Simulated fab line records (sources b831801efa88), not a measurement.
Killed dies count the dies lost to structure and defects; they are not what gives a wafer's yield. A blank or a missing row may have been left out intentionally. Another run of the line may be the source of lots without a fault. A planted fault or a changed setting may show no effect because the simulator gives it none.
Struck lot and sound lot, side by side -- flow sky130 -- 15 steps out of a route of 708
Sound: the wafers L892.2, L892.3, L892.6. Struck: wafers L904.1, L904.3. (L904.5 of the same lot was not struck and is left out.) The cause comes at the end.
Per side, at each step with rows, come the tool, then ch with its chambers, and then its first start. Under that, the readings that differ: sound wafers -- struck wafers -- difference of the means -- sigmas: that difference in standard deviations of wafers without a fault.
alike: readings with means less than 2 such deviations apart, plus words and numbers identical on both sides. not compared: withheld readings, readings lacking a value on some wafer, bounds such as >300 that could conceal the same value, and numbers that have no deviation in the record and whose values overlap.
A row with sigmas, a row that says differs or no value, or rows on one side alone: a step with any of these is where the two part. Non-overlapping numbers with no deviation appear without sigmas and do not part them. A reading that every wafer of one side lacks parts them only if that side has two wafers or more.

first, 4 steps without rows for these wafers: SKY_VIA2_STRIP_17 (strips in post etch residue remover, time 1200 s); SKY_VIA2_CLEAN_18 (cleans in IPA, time 180 s); SKY_VIA2_CLEAN_19 (cleans in O3/DIW); SKY_VIA2_SPUTTER_20 (material TiN, target thk 20 nm, time 80 s).
SKY_VIA2_CVD_21: deposits W, target thk 420 nm, time 126.4 s.
  sound on cvd_w-02 ch 0,1, day 37 09:17; struck on cvd_w-02 ch 0, day 41 10:58
  alike: chamber_pressure_Torr, heater_power_w
SKY_VIA2_RS_MEAS_22: a four-point-probe measurement.
  sound on film_metro-04 at day 37 09:26; struck on film_metro-01 at day 41 11:05
  alike: VIA2_W_RS
SKY_VIA2_THK_MEAS_23: measures by xrf.
  sound on film_metro-04 at day 37 09:32; struck on film_metro-01 at day 41 11:13
  alike: VIA2_W_THK
SKY_VIA2_CMP_24: polishes, stops on SiO2, t overpolish 20 s, target thk 0 nm.
  sound on cmp-01 ch 0,2,3, day 37 09:41; struck on cmp-02 ch 0,3, day 41 11:19
  alike: motor_current_A, overpolish_run_s, retaining_ring_pressure_frac, time_to_endpoint_s
then, 1 step without rows for these wafers: SKY_METAL3_SPUTTER_00 (material Ti, target thk 15 nm, time 10 s).
SKY_METAL3_SPUTTER_01: material TiN, target thk 20 nm, time 16.7 s.
  sound on pvd_sputter-01 at day 37 09:55; struck on pvd_sputter-01 at day 41 11:35
  alike: throttle_valve_pct
then, 1 step without rows for these wafers: SKY_METAL3_SPUTTER_02 (material AlCu, target thk 735 nm, time 39.1 s).
SKY_METAL3_SPUTTER_03: material Ti, target thk 5 nm, time 3.3 s.
  sound on pvd_sputter-01 at day 37 09:58; struck on pvd_sputter-01 at day 41 11:39
  alike: throttle_valve_pct
SKY_METAL3_SPUTTER_04: material TiN, target thk 70 nm, time 58.3 s.
  sound on pvd_sputter-01 at day 37 09:59; struck on pvd_sputter-01 at day 41 11:40
reading,sound,struck,difference,sigmas
model.TiN_of_METAL3_SPUTTER_04.thk_nm (nm),69.8 69.18 69.58,106.2 104.9,+36.0,
  alike: throttle_valve_pct
SKY_CAPM_CVD_00: deposits SiO2, target thk 15.5 nm.
  sound on pecvd-02 ch 0,2, day 37 10:02; struck on pecvd-03 ch 1,2, day 41 11:43
  alike: heater_power_w
-- the record jumps here: 8 days lie between the struck wafers' starts before and after (it left off in module CAPM and takes up again in module PAD_OPEN, whose first step shown is number 708 of the route) --
SKY_PAD_OPEN_PROBE_99:
  sound on prober-01 at day 46 15:29; struck on prober-01 at day 49 18:32
  alike: defect_limited_yield, killed_at_M0_to_M3, killed_at_M4_up, killed_at_contacts, killed_at_front_end, killed_at_other, killed_dies, killed_open, killed_short, sort_bin_3_pad_short, sort_bin_5_function, sort_bin_6_memory, sort_n_pass, sort_yield_pct
  not compared: model.etest.via3_chain.rc_ohm

## WHERE THEY PART
Nowhere in this record.

WHY: whatever the simulator had introduced
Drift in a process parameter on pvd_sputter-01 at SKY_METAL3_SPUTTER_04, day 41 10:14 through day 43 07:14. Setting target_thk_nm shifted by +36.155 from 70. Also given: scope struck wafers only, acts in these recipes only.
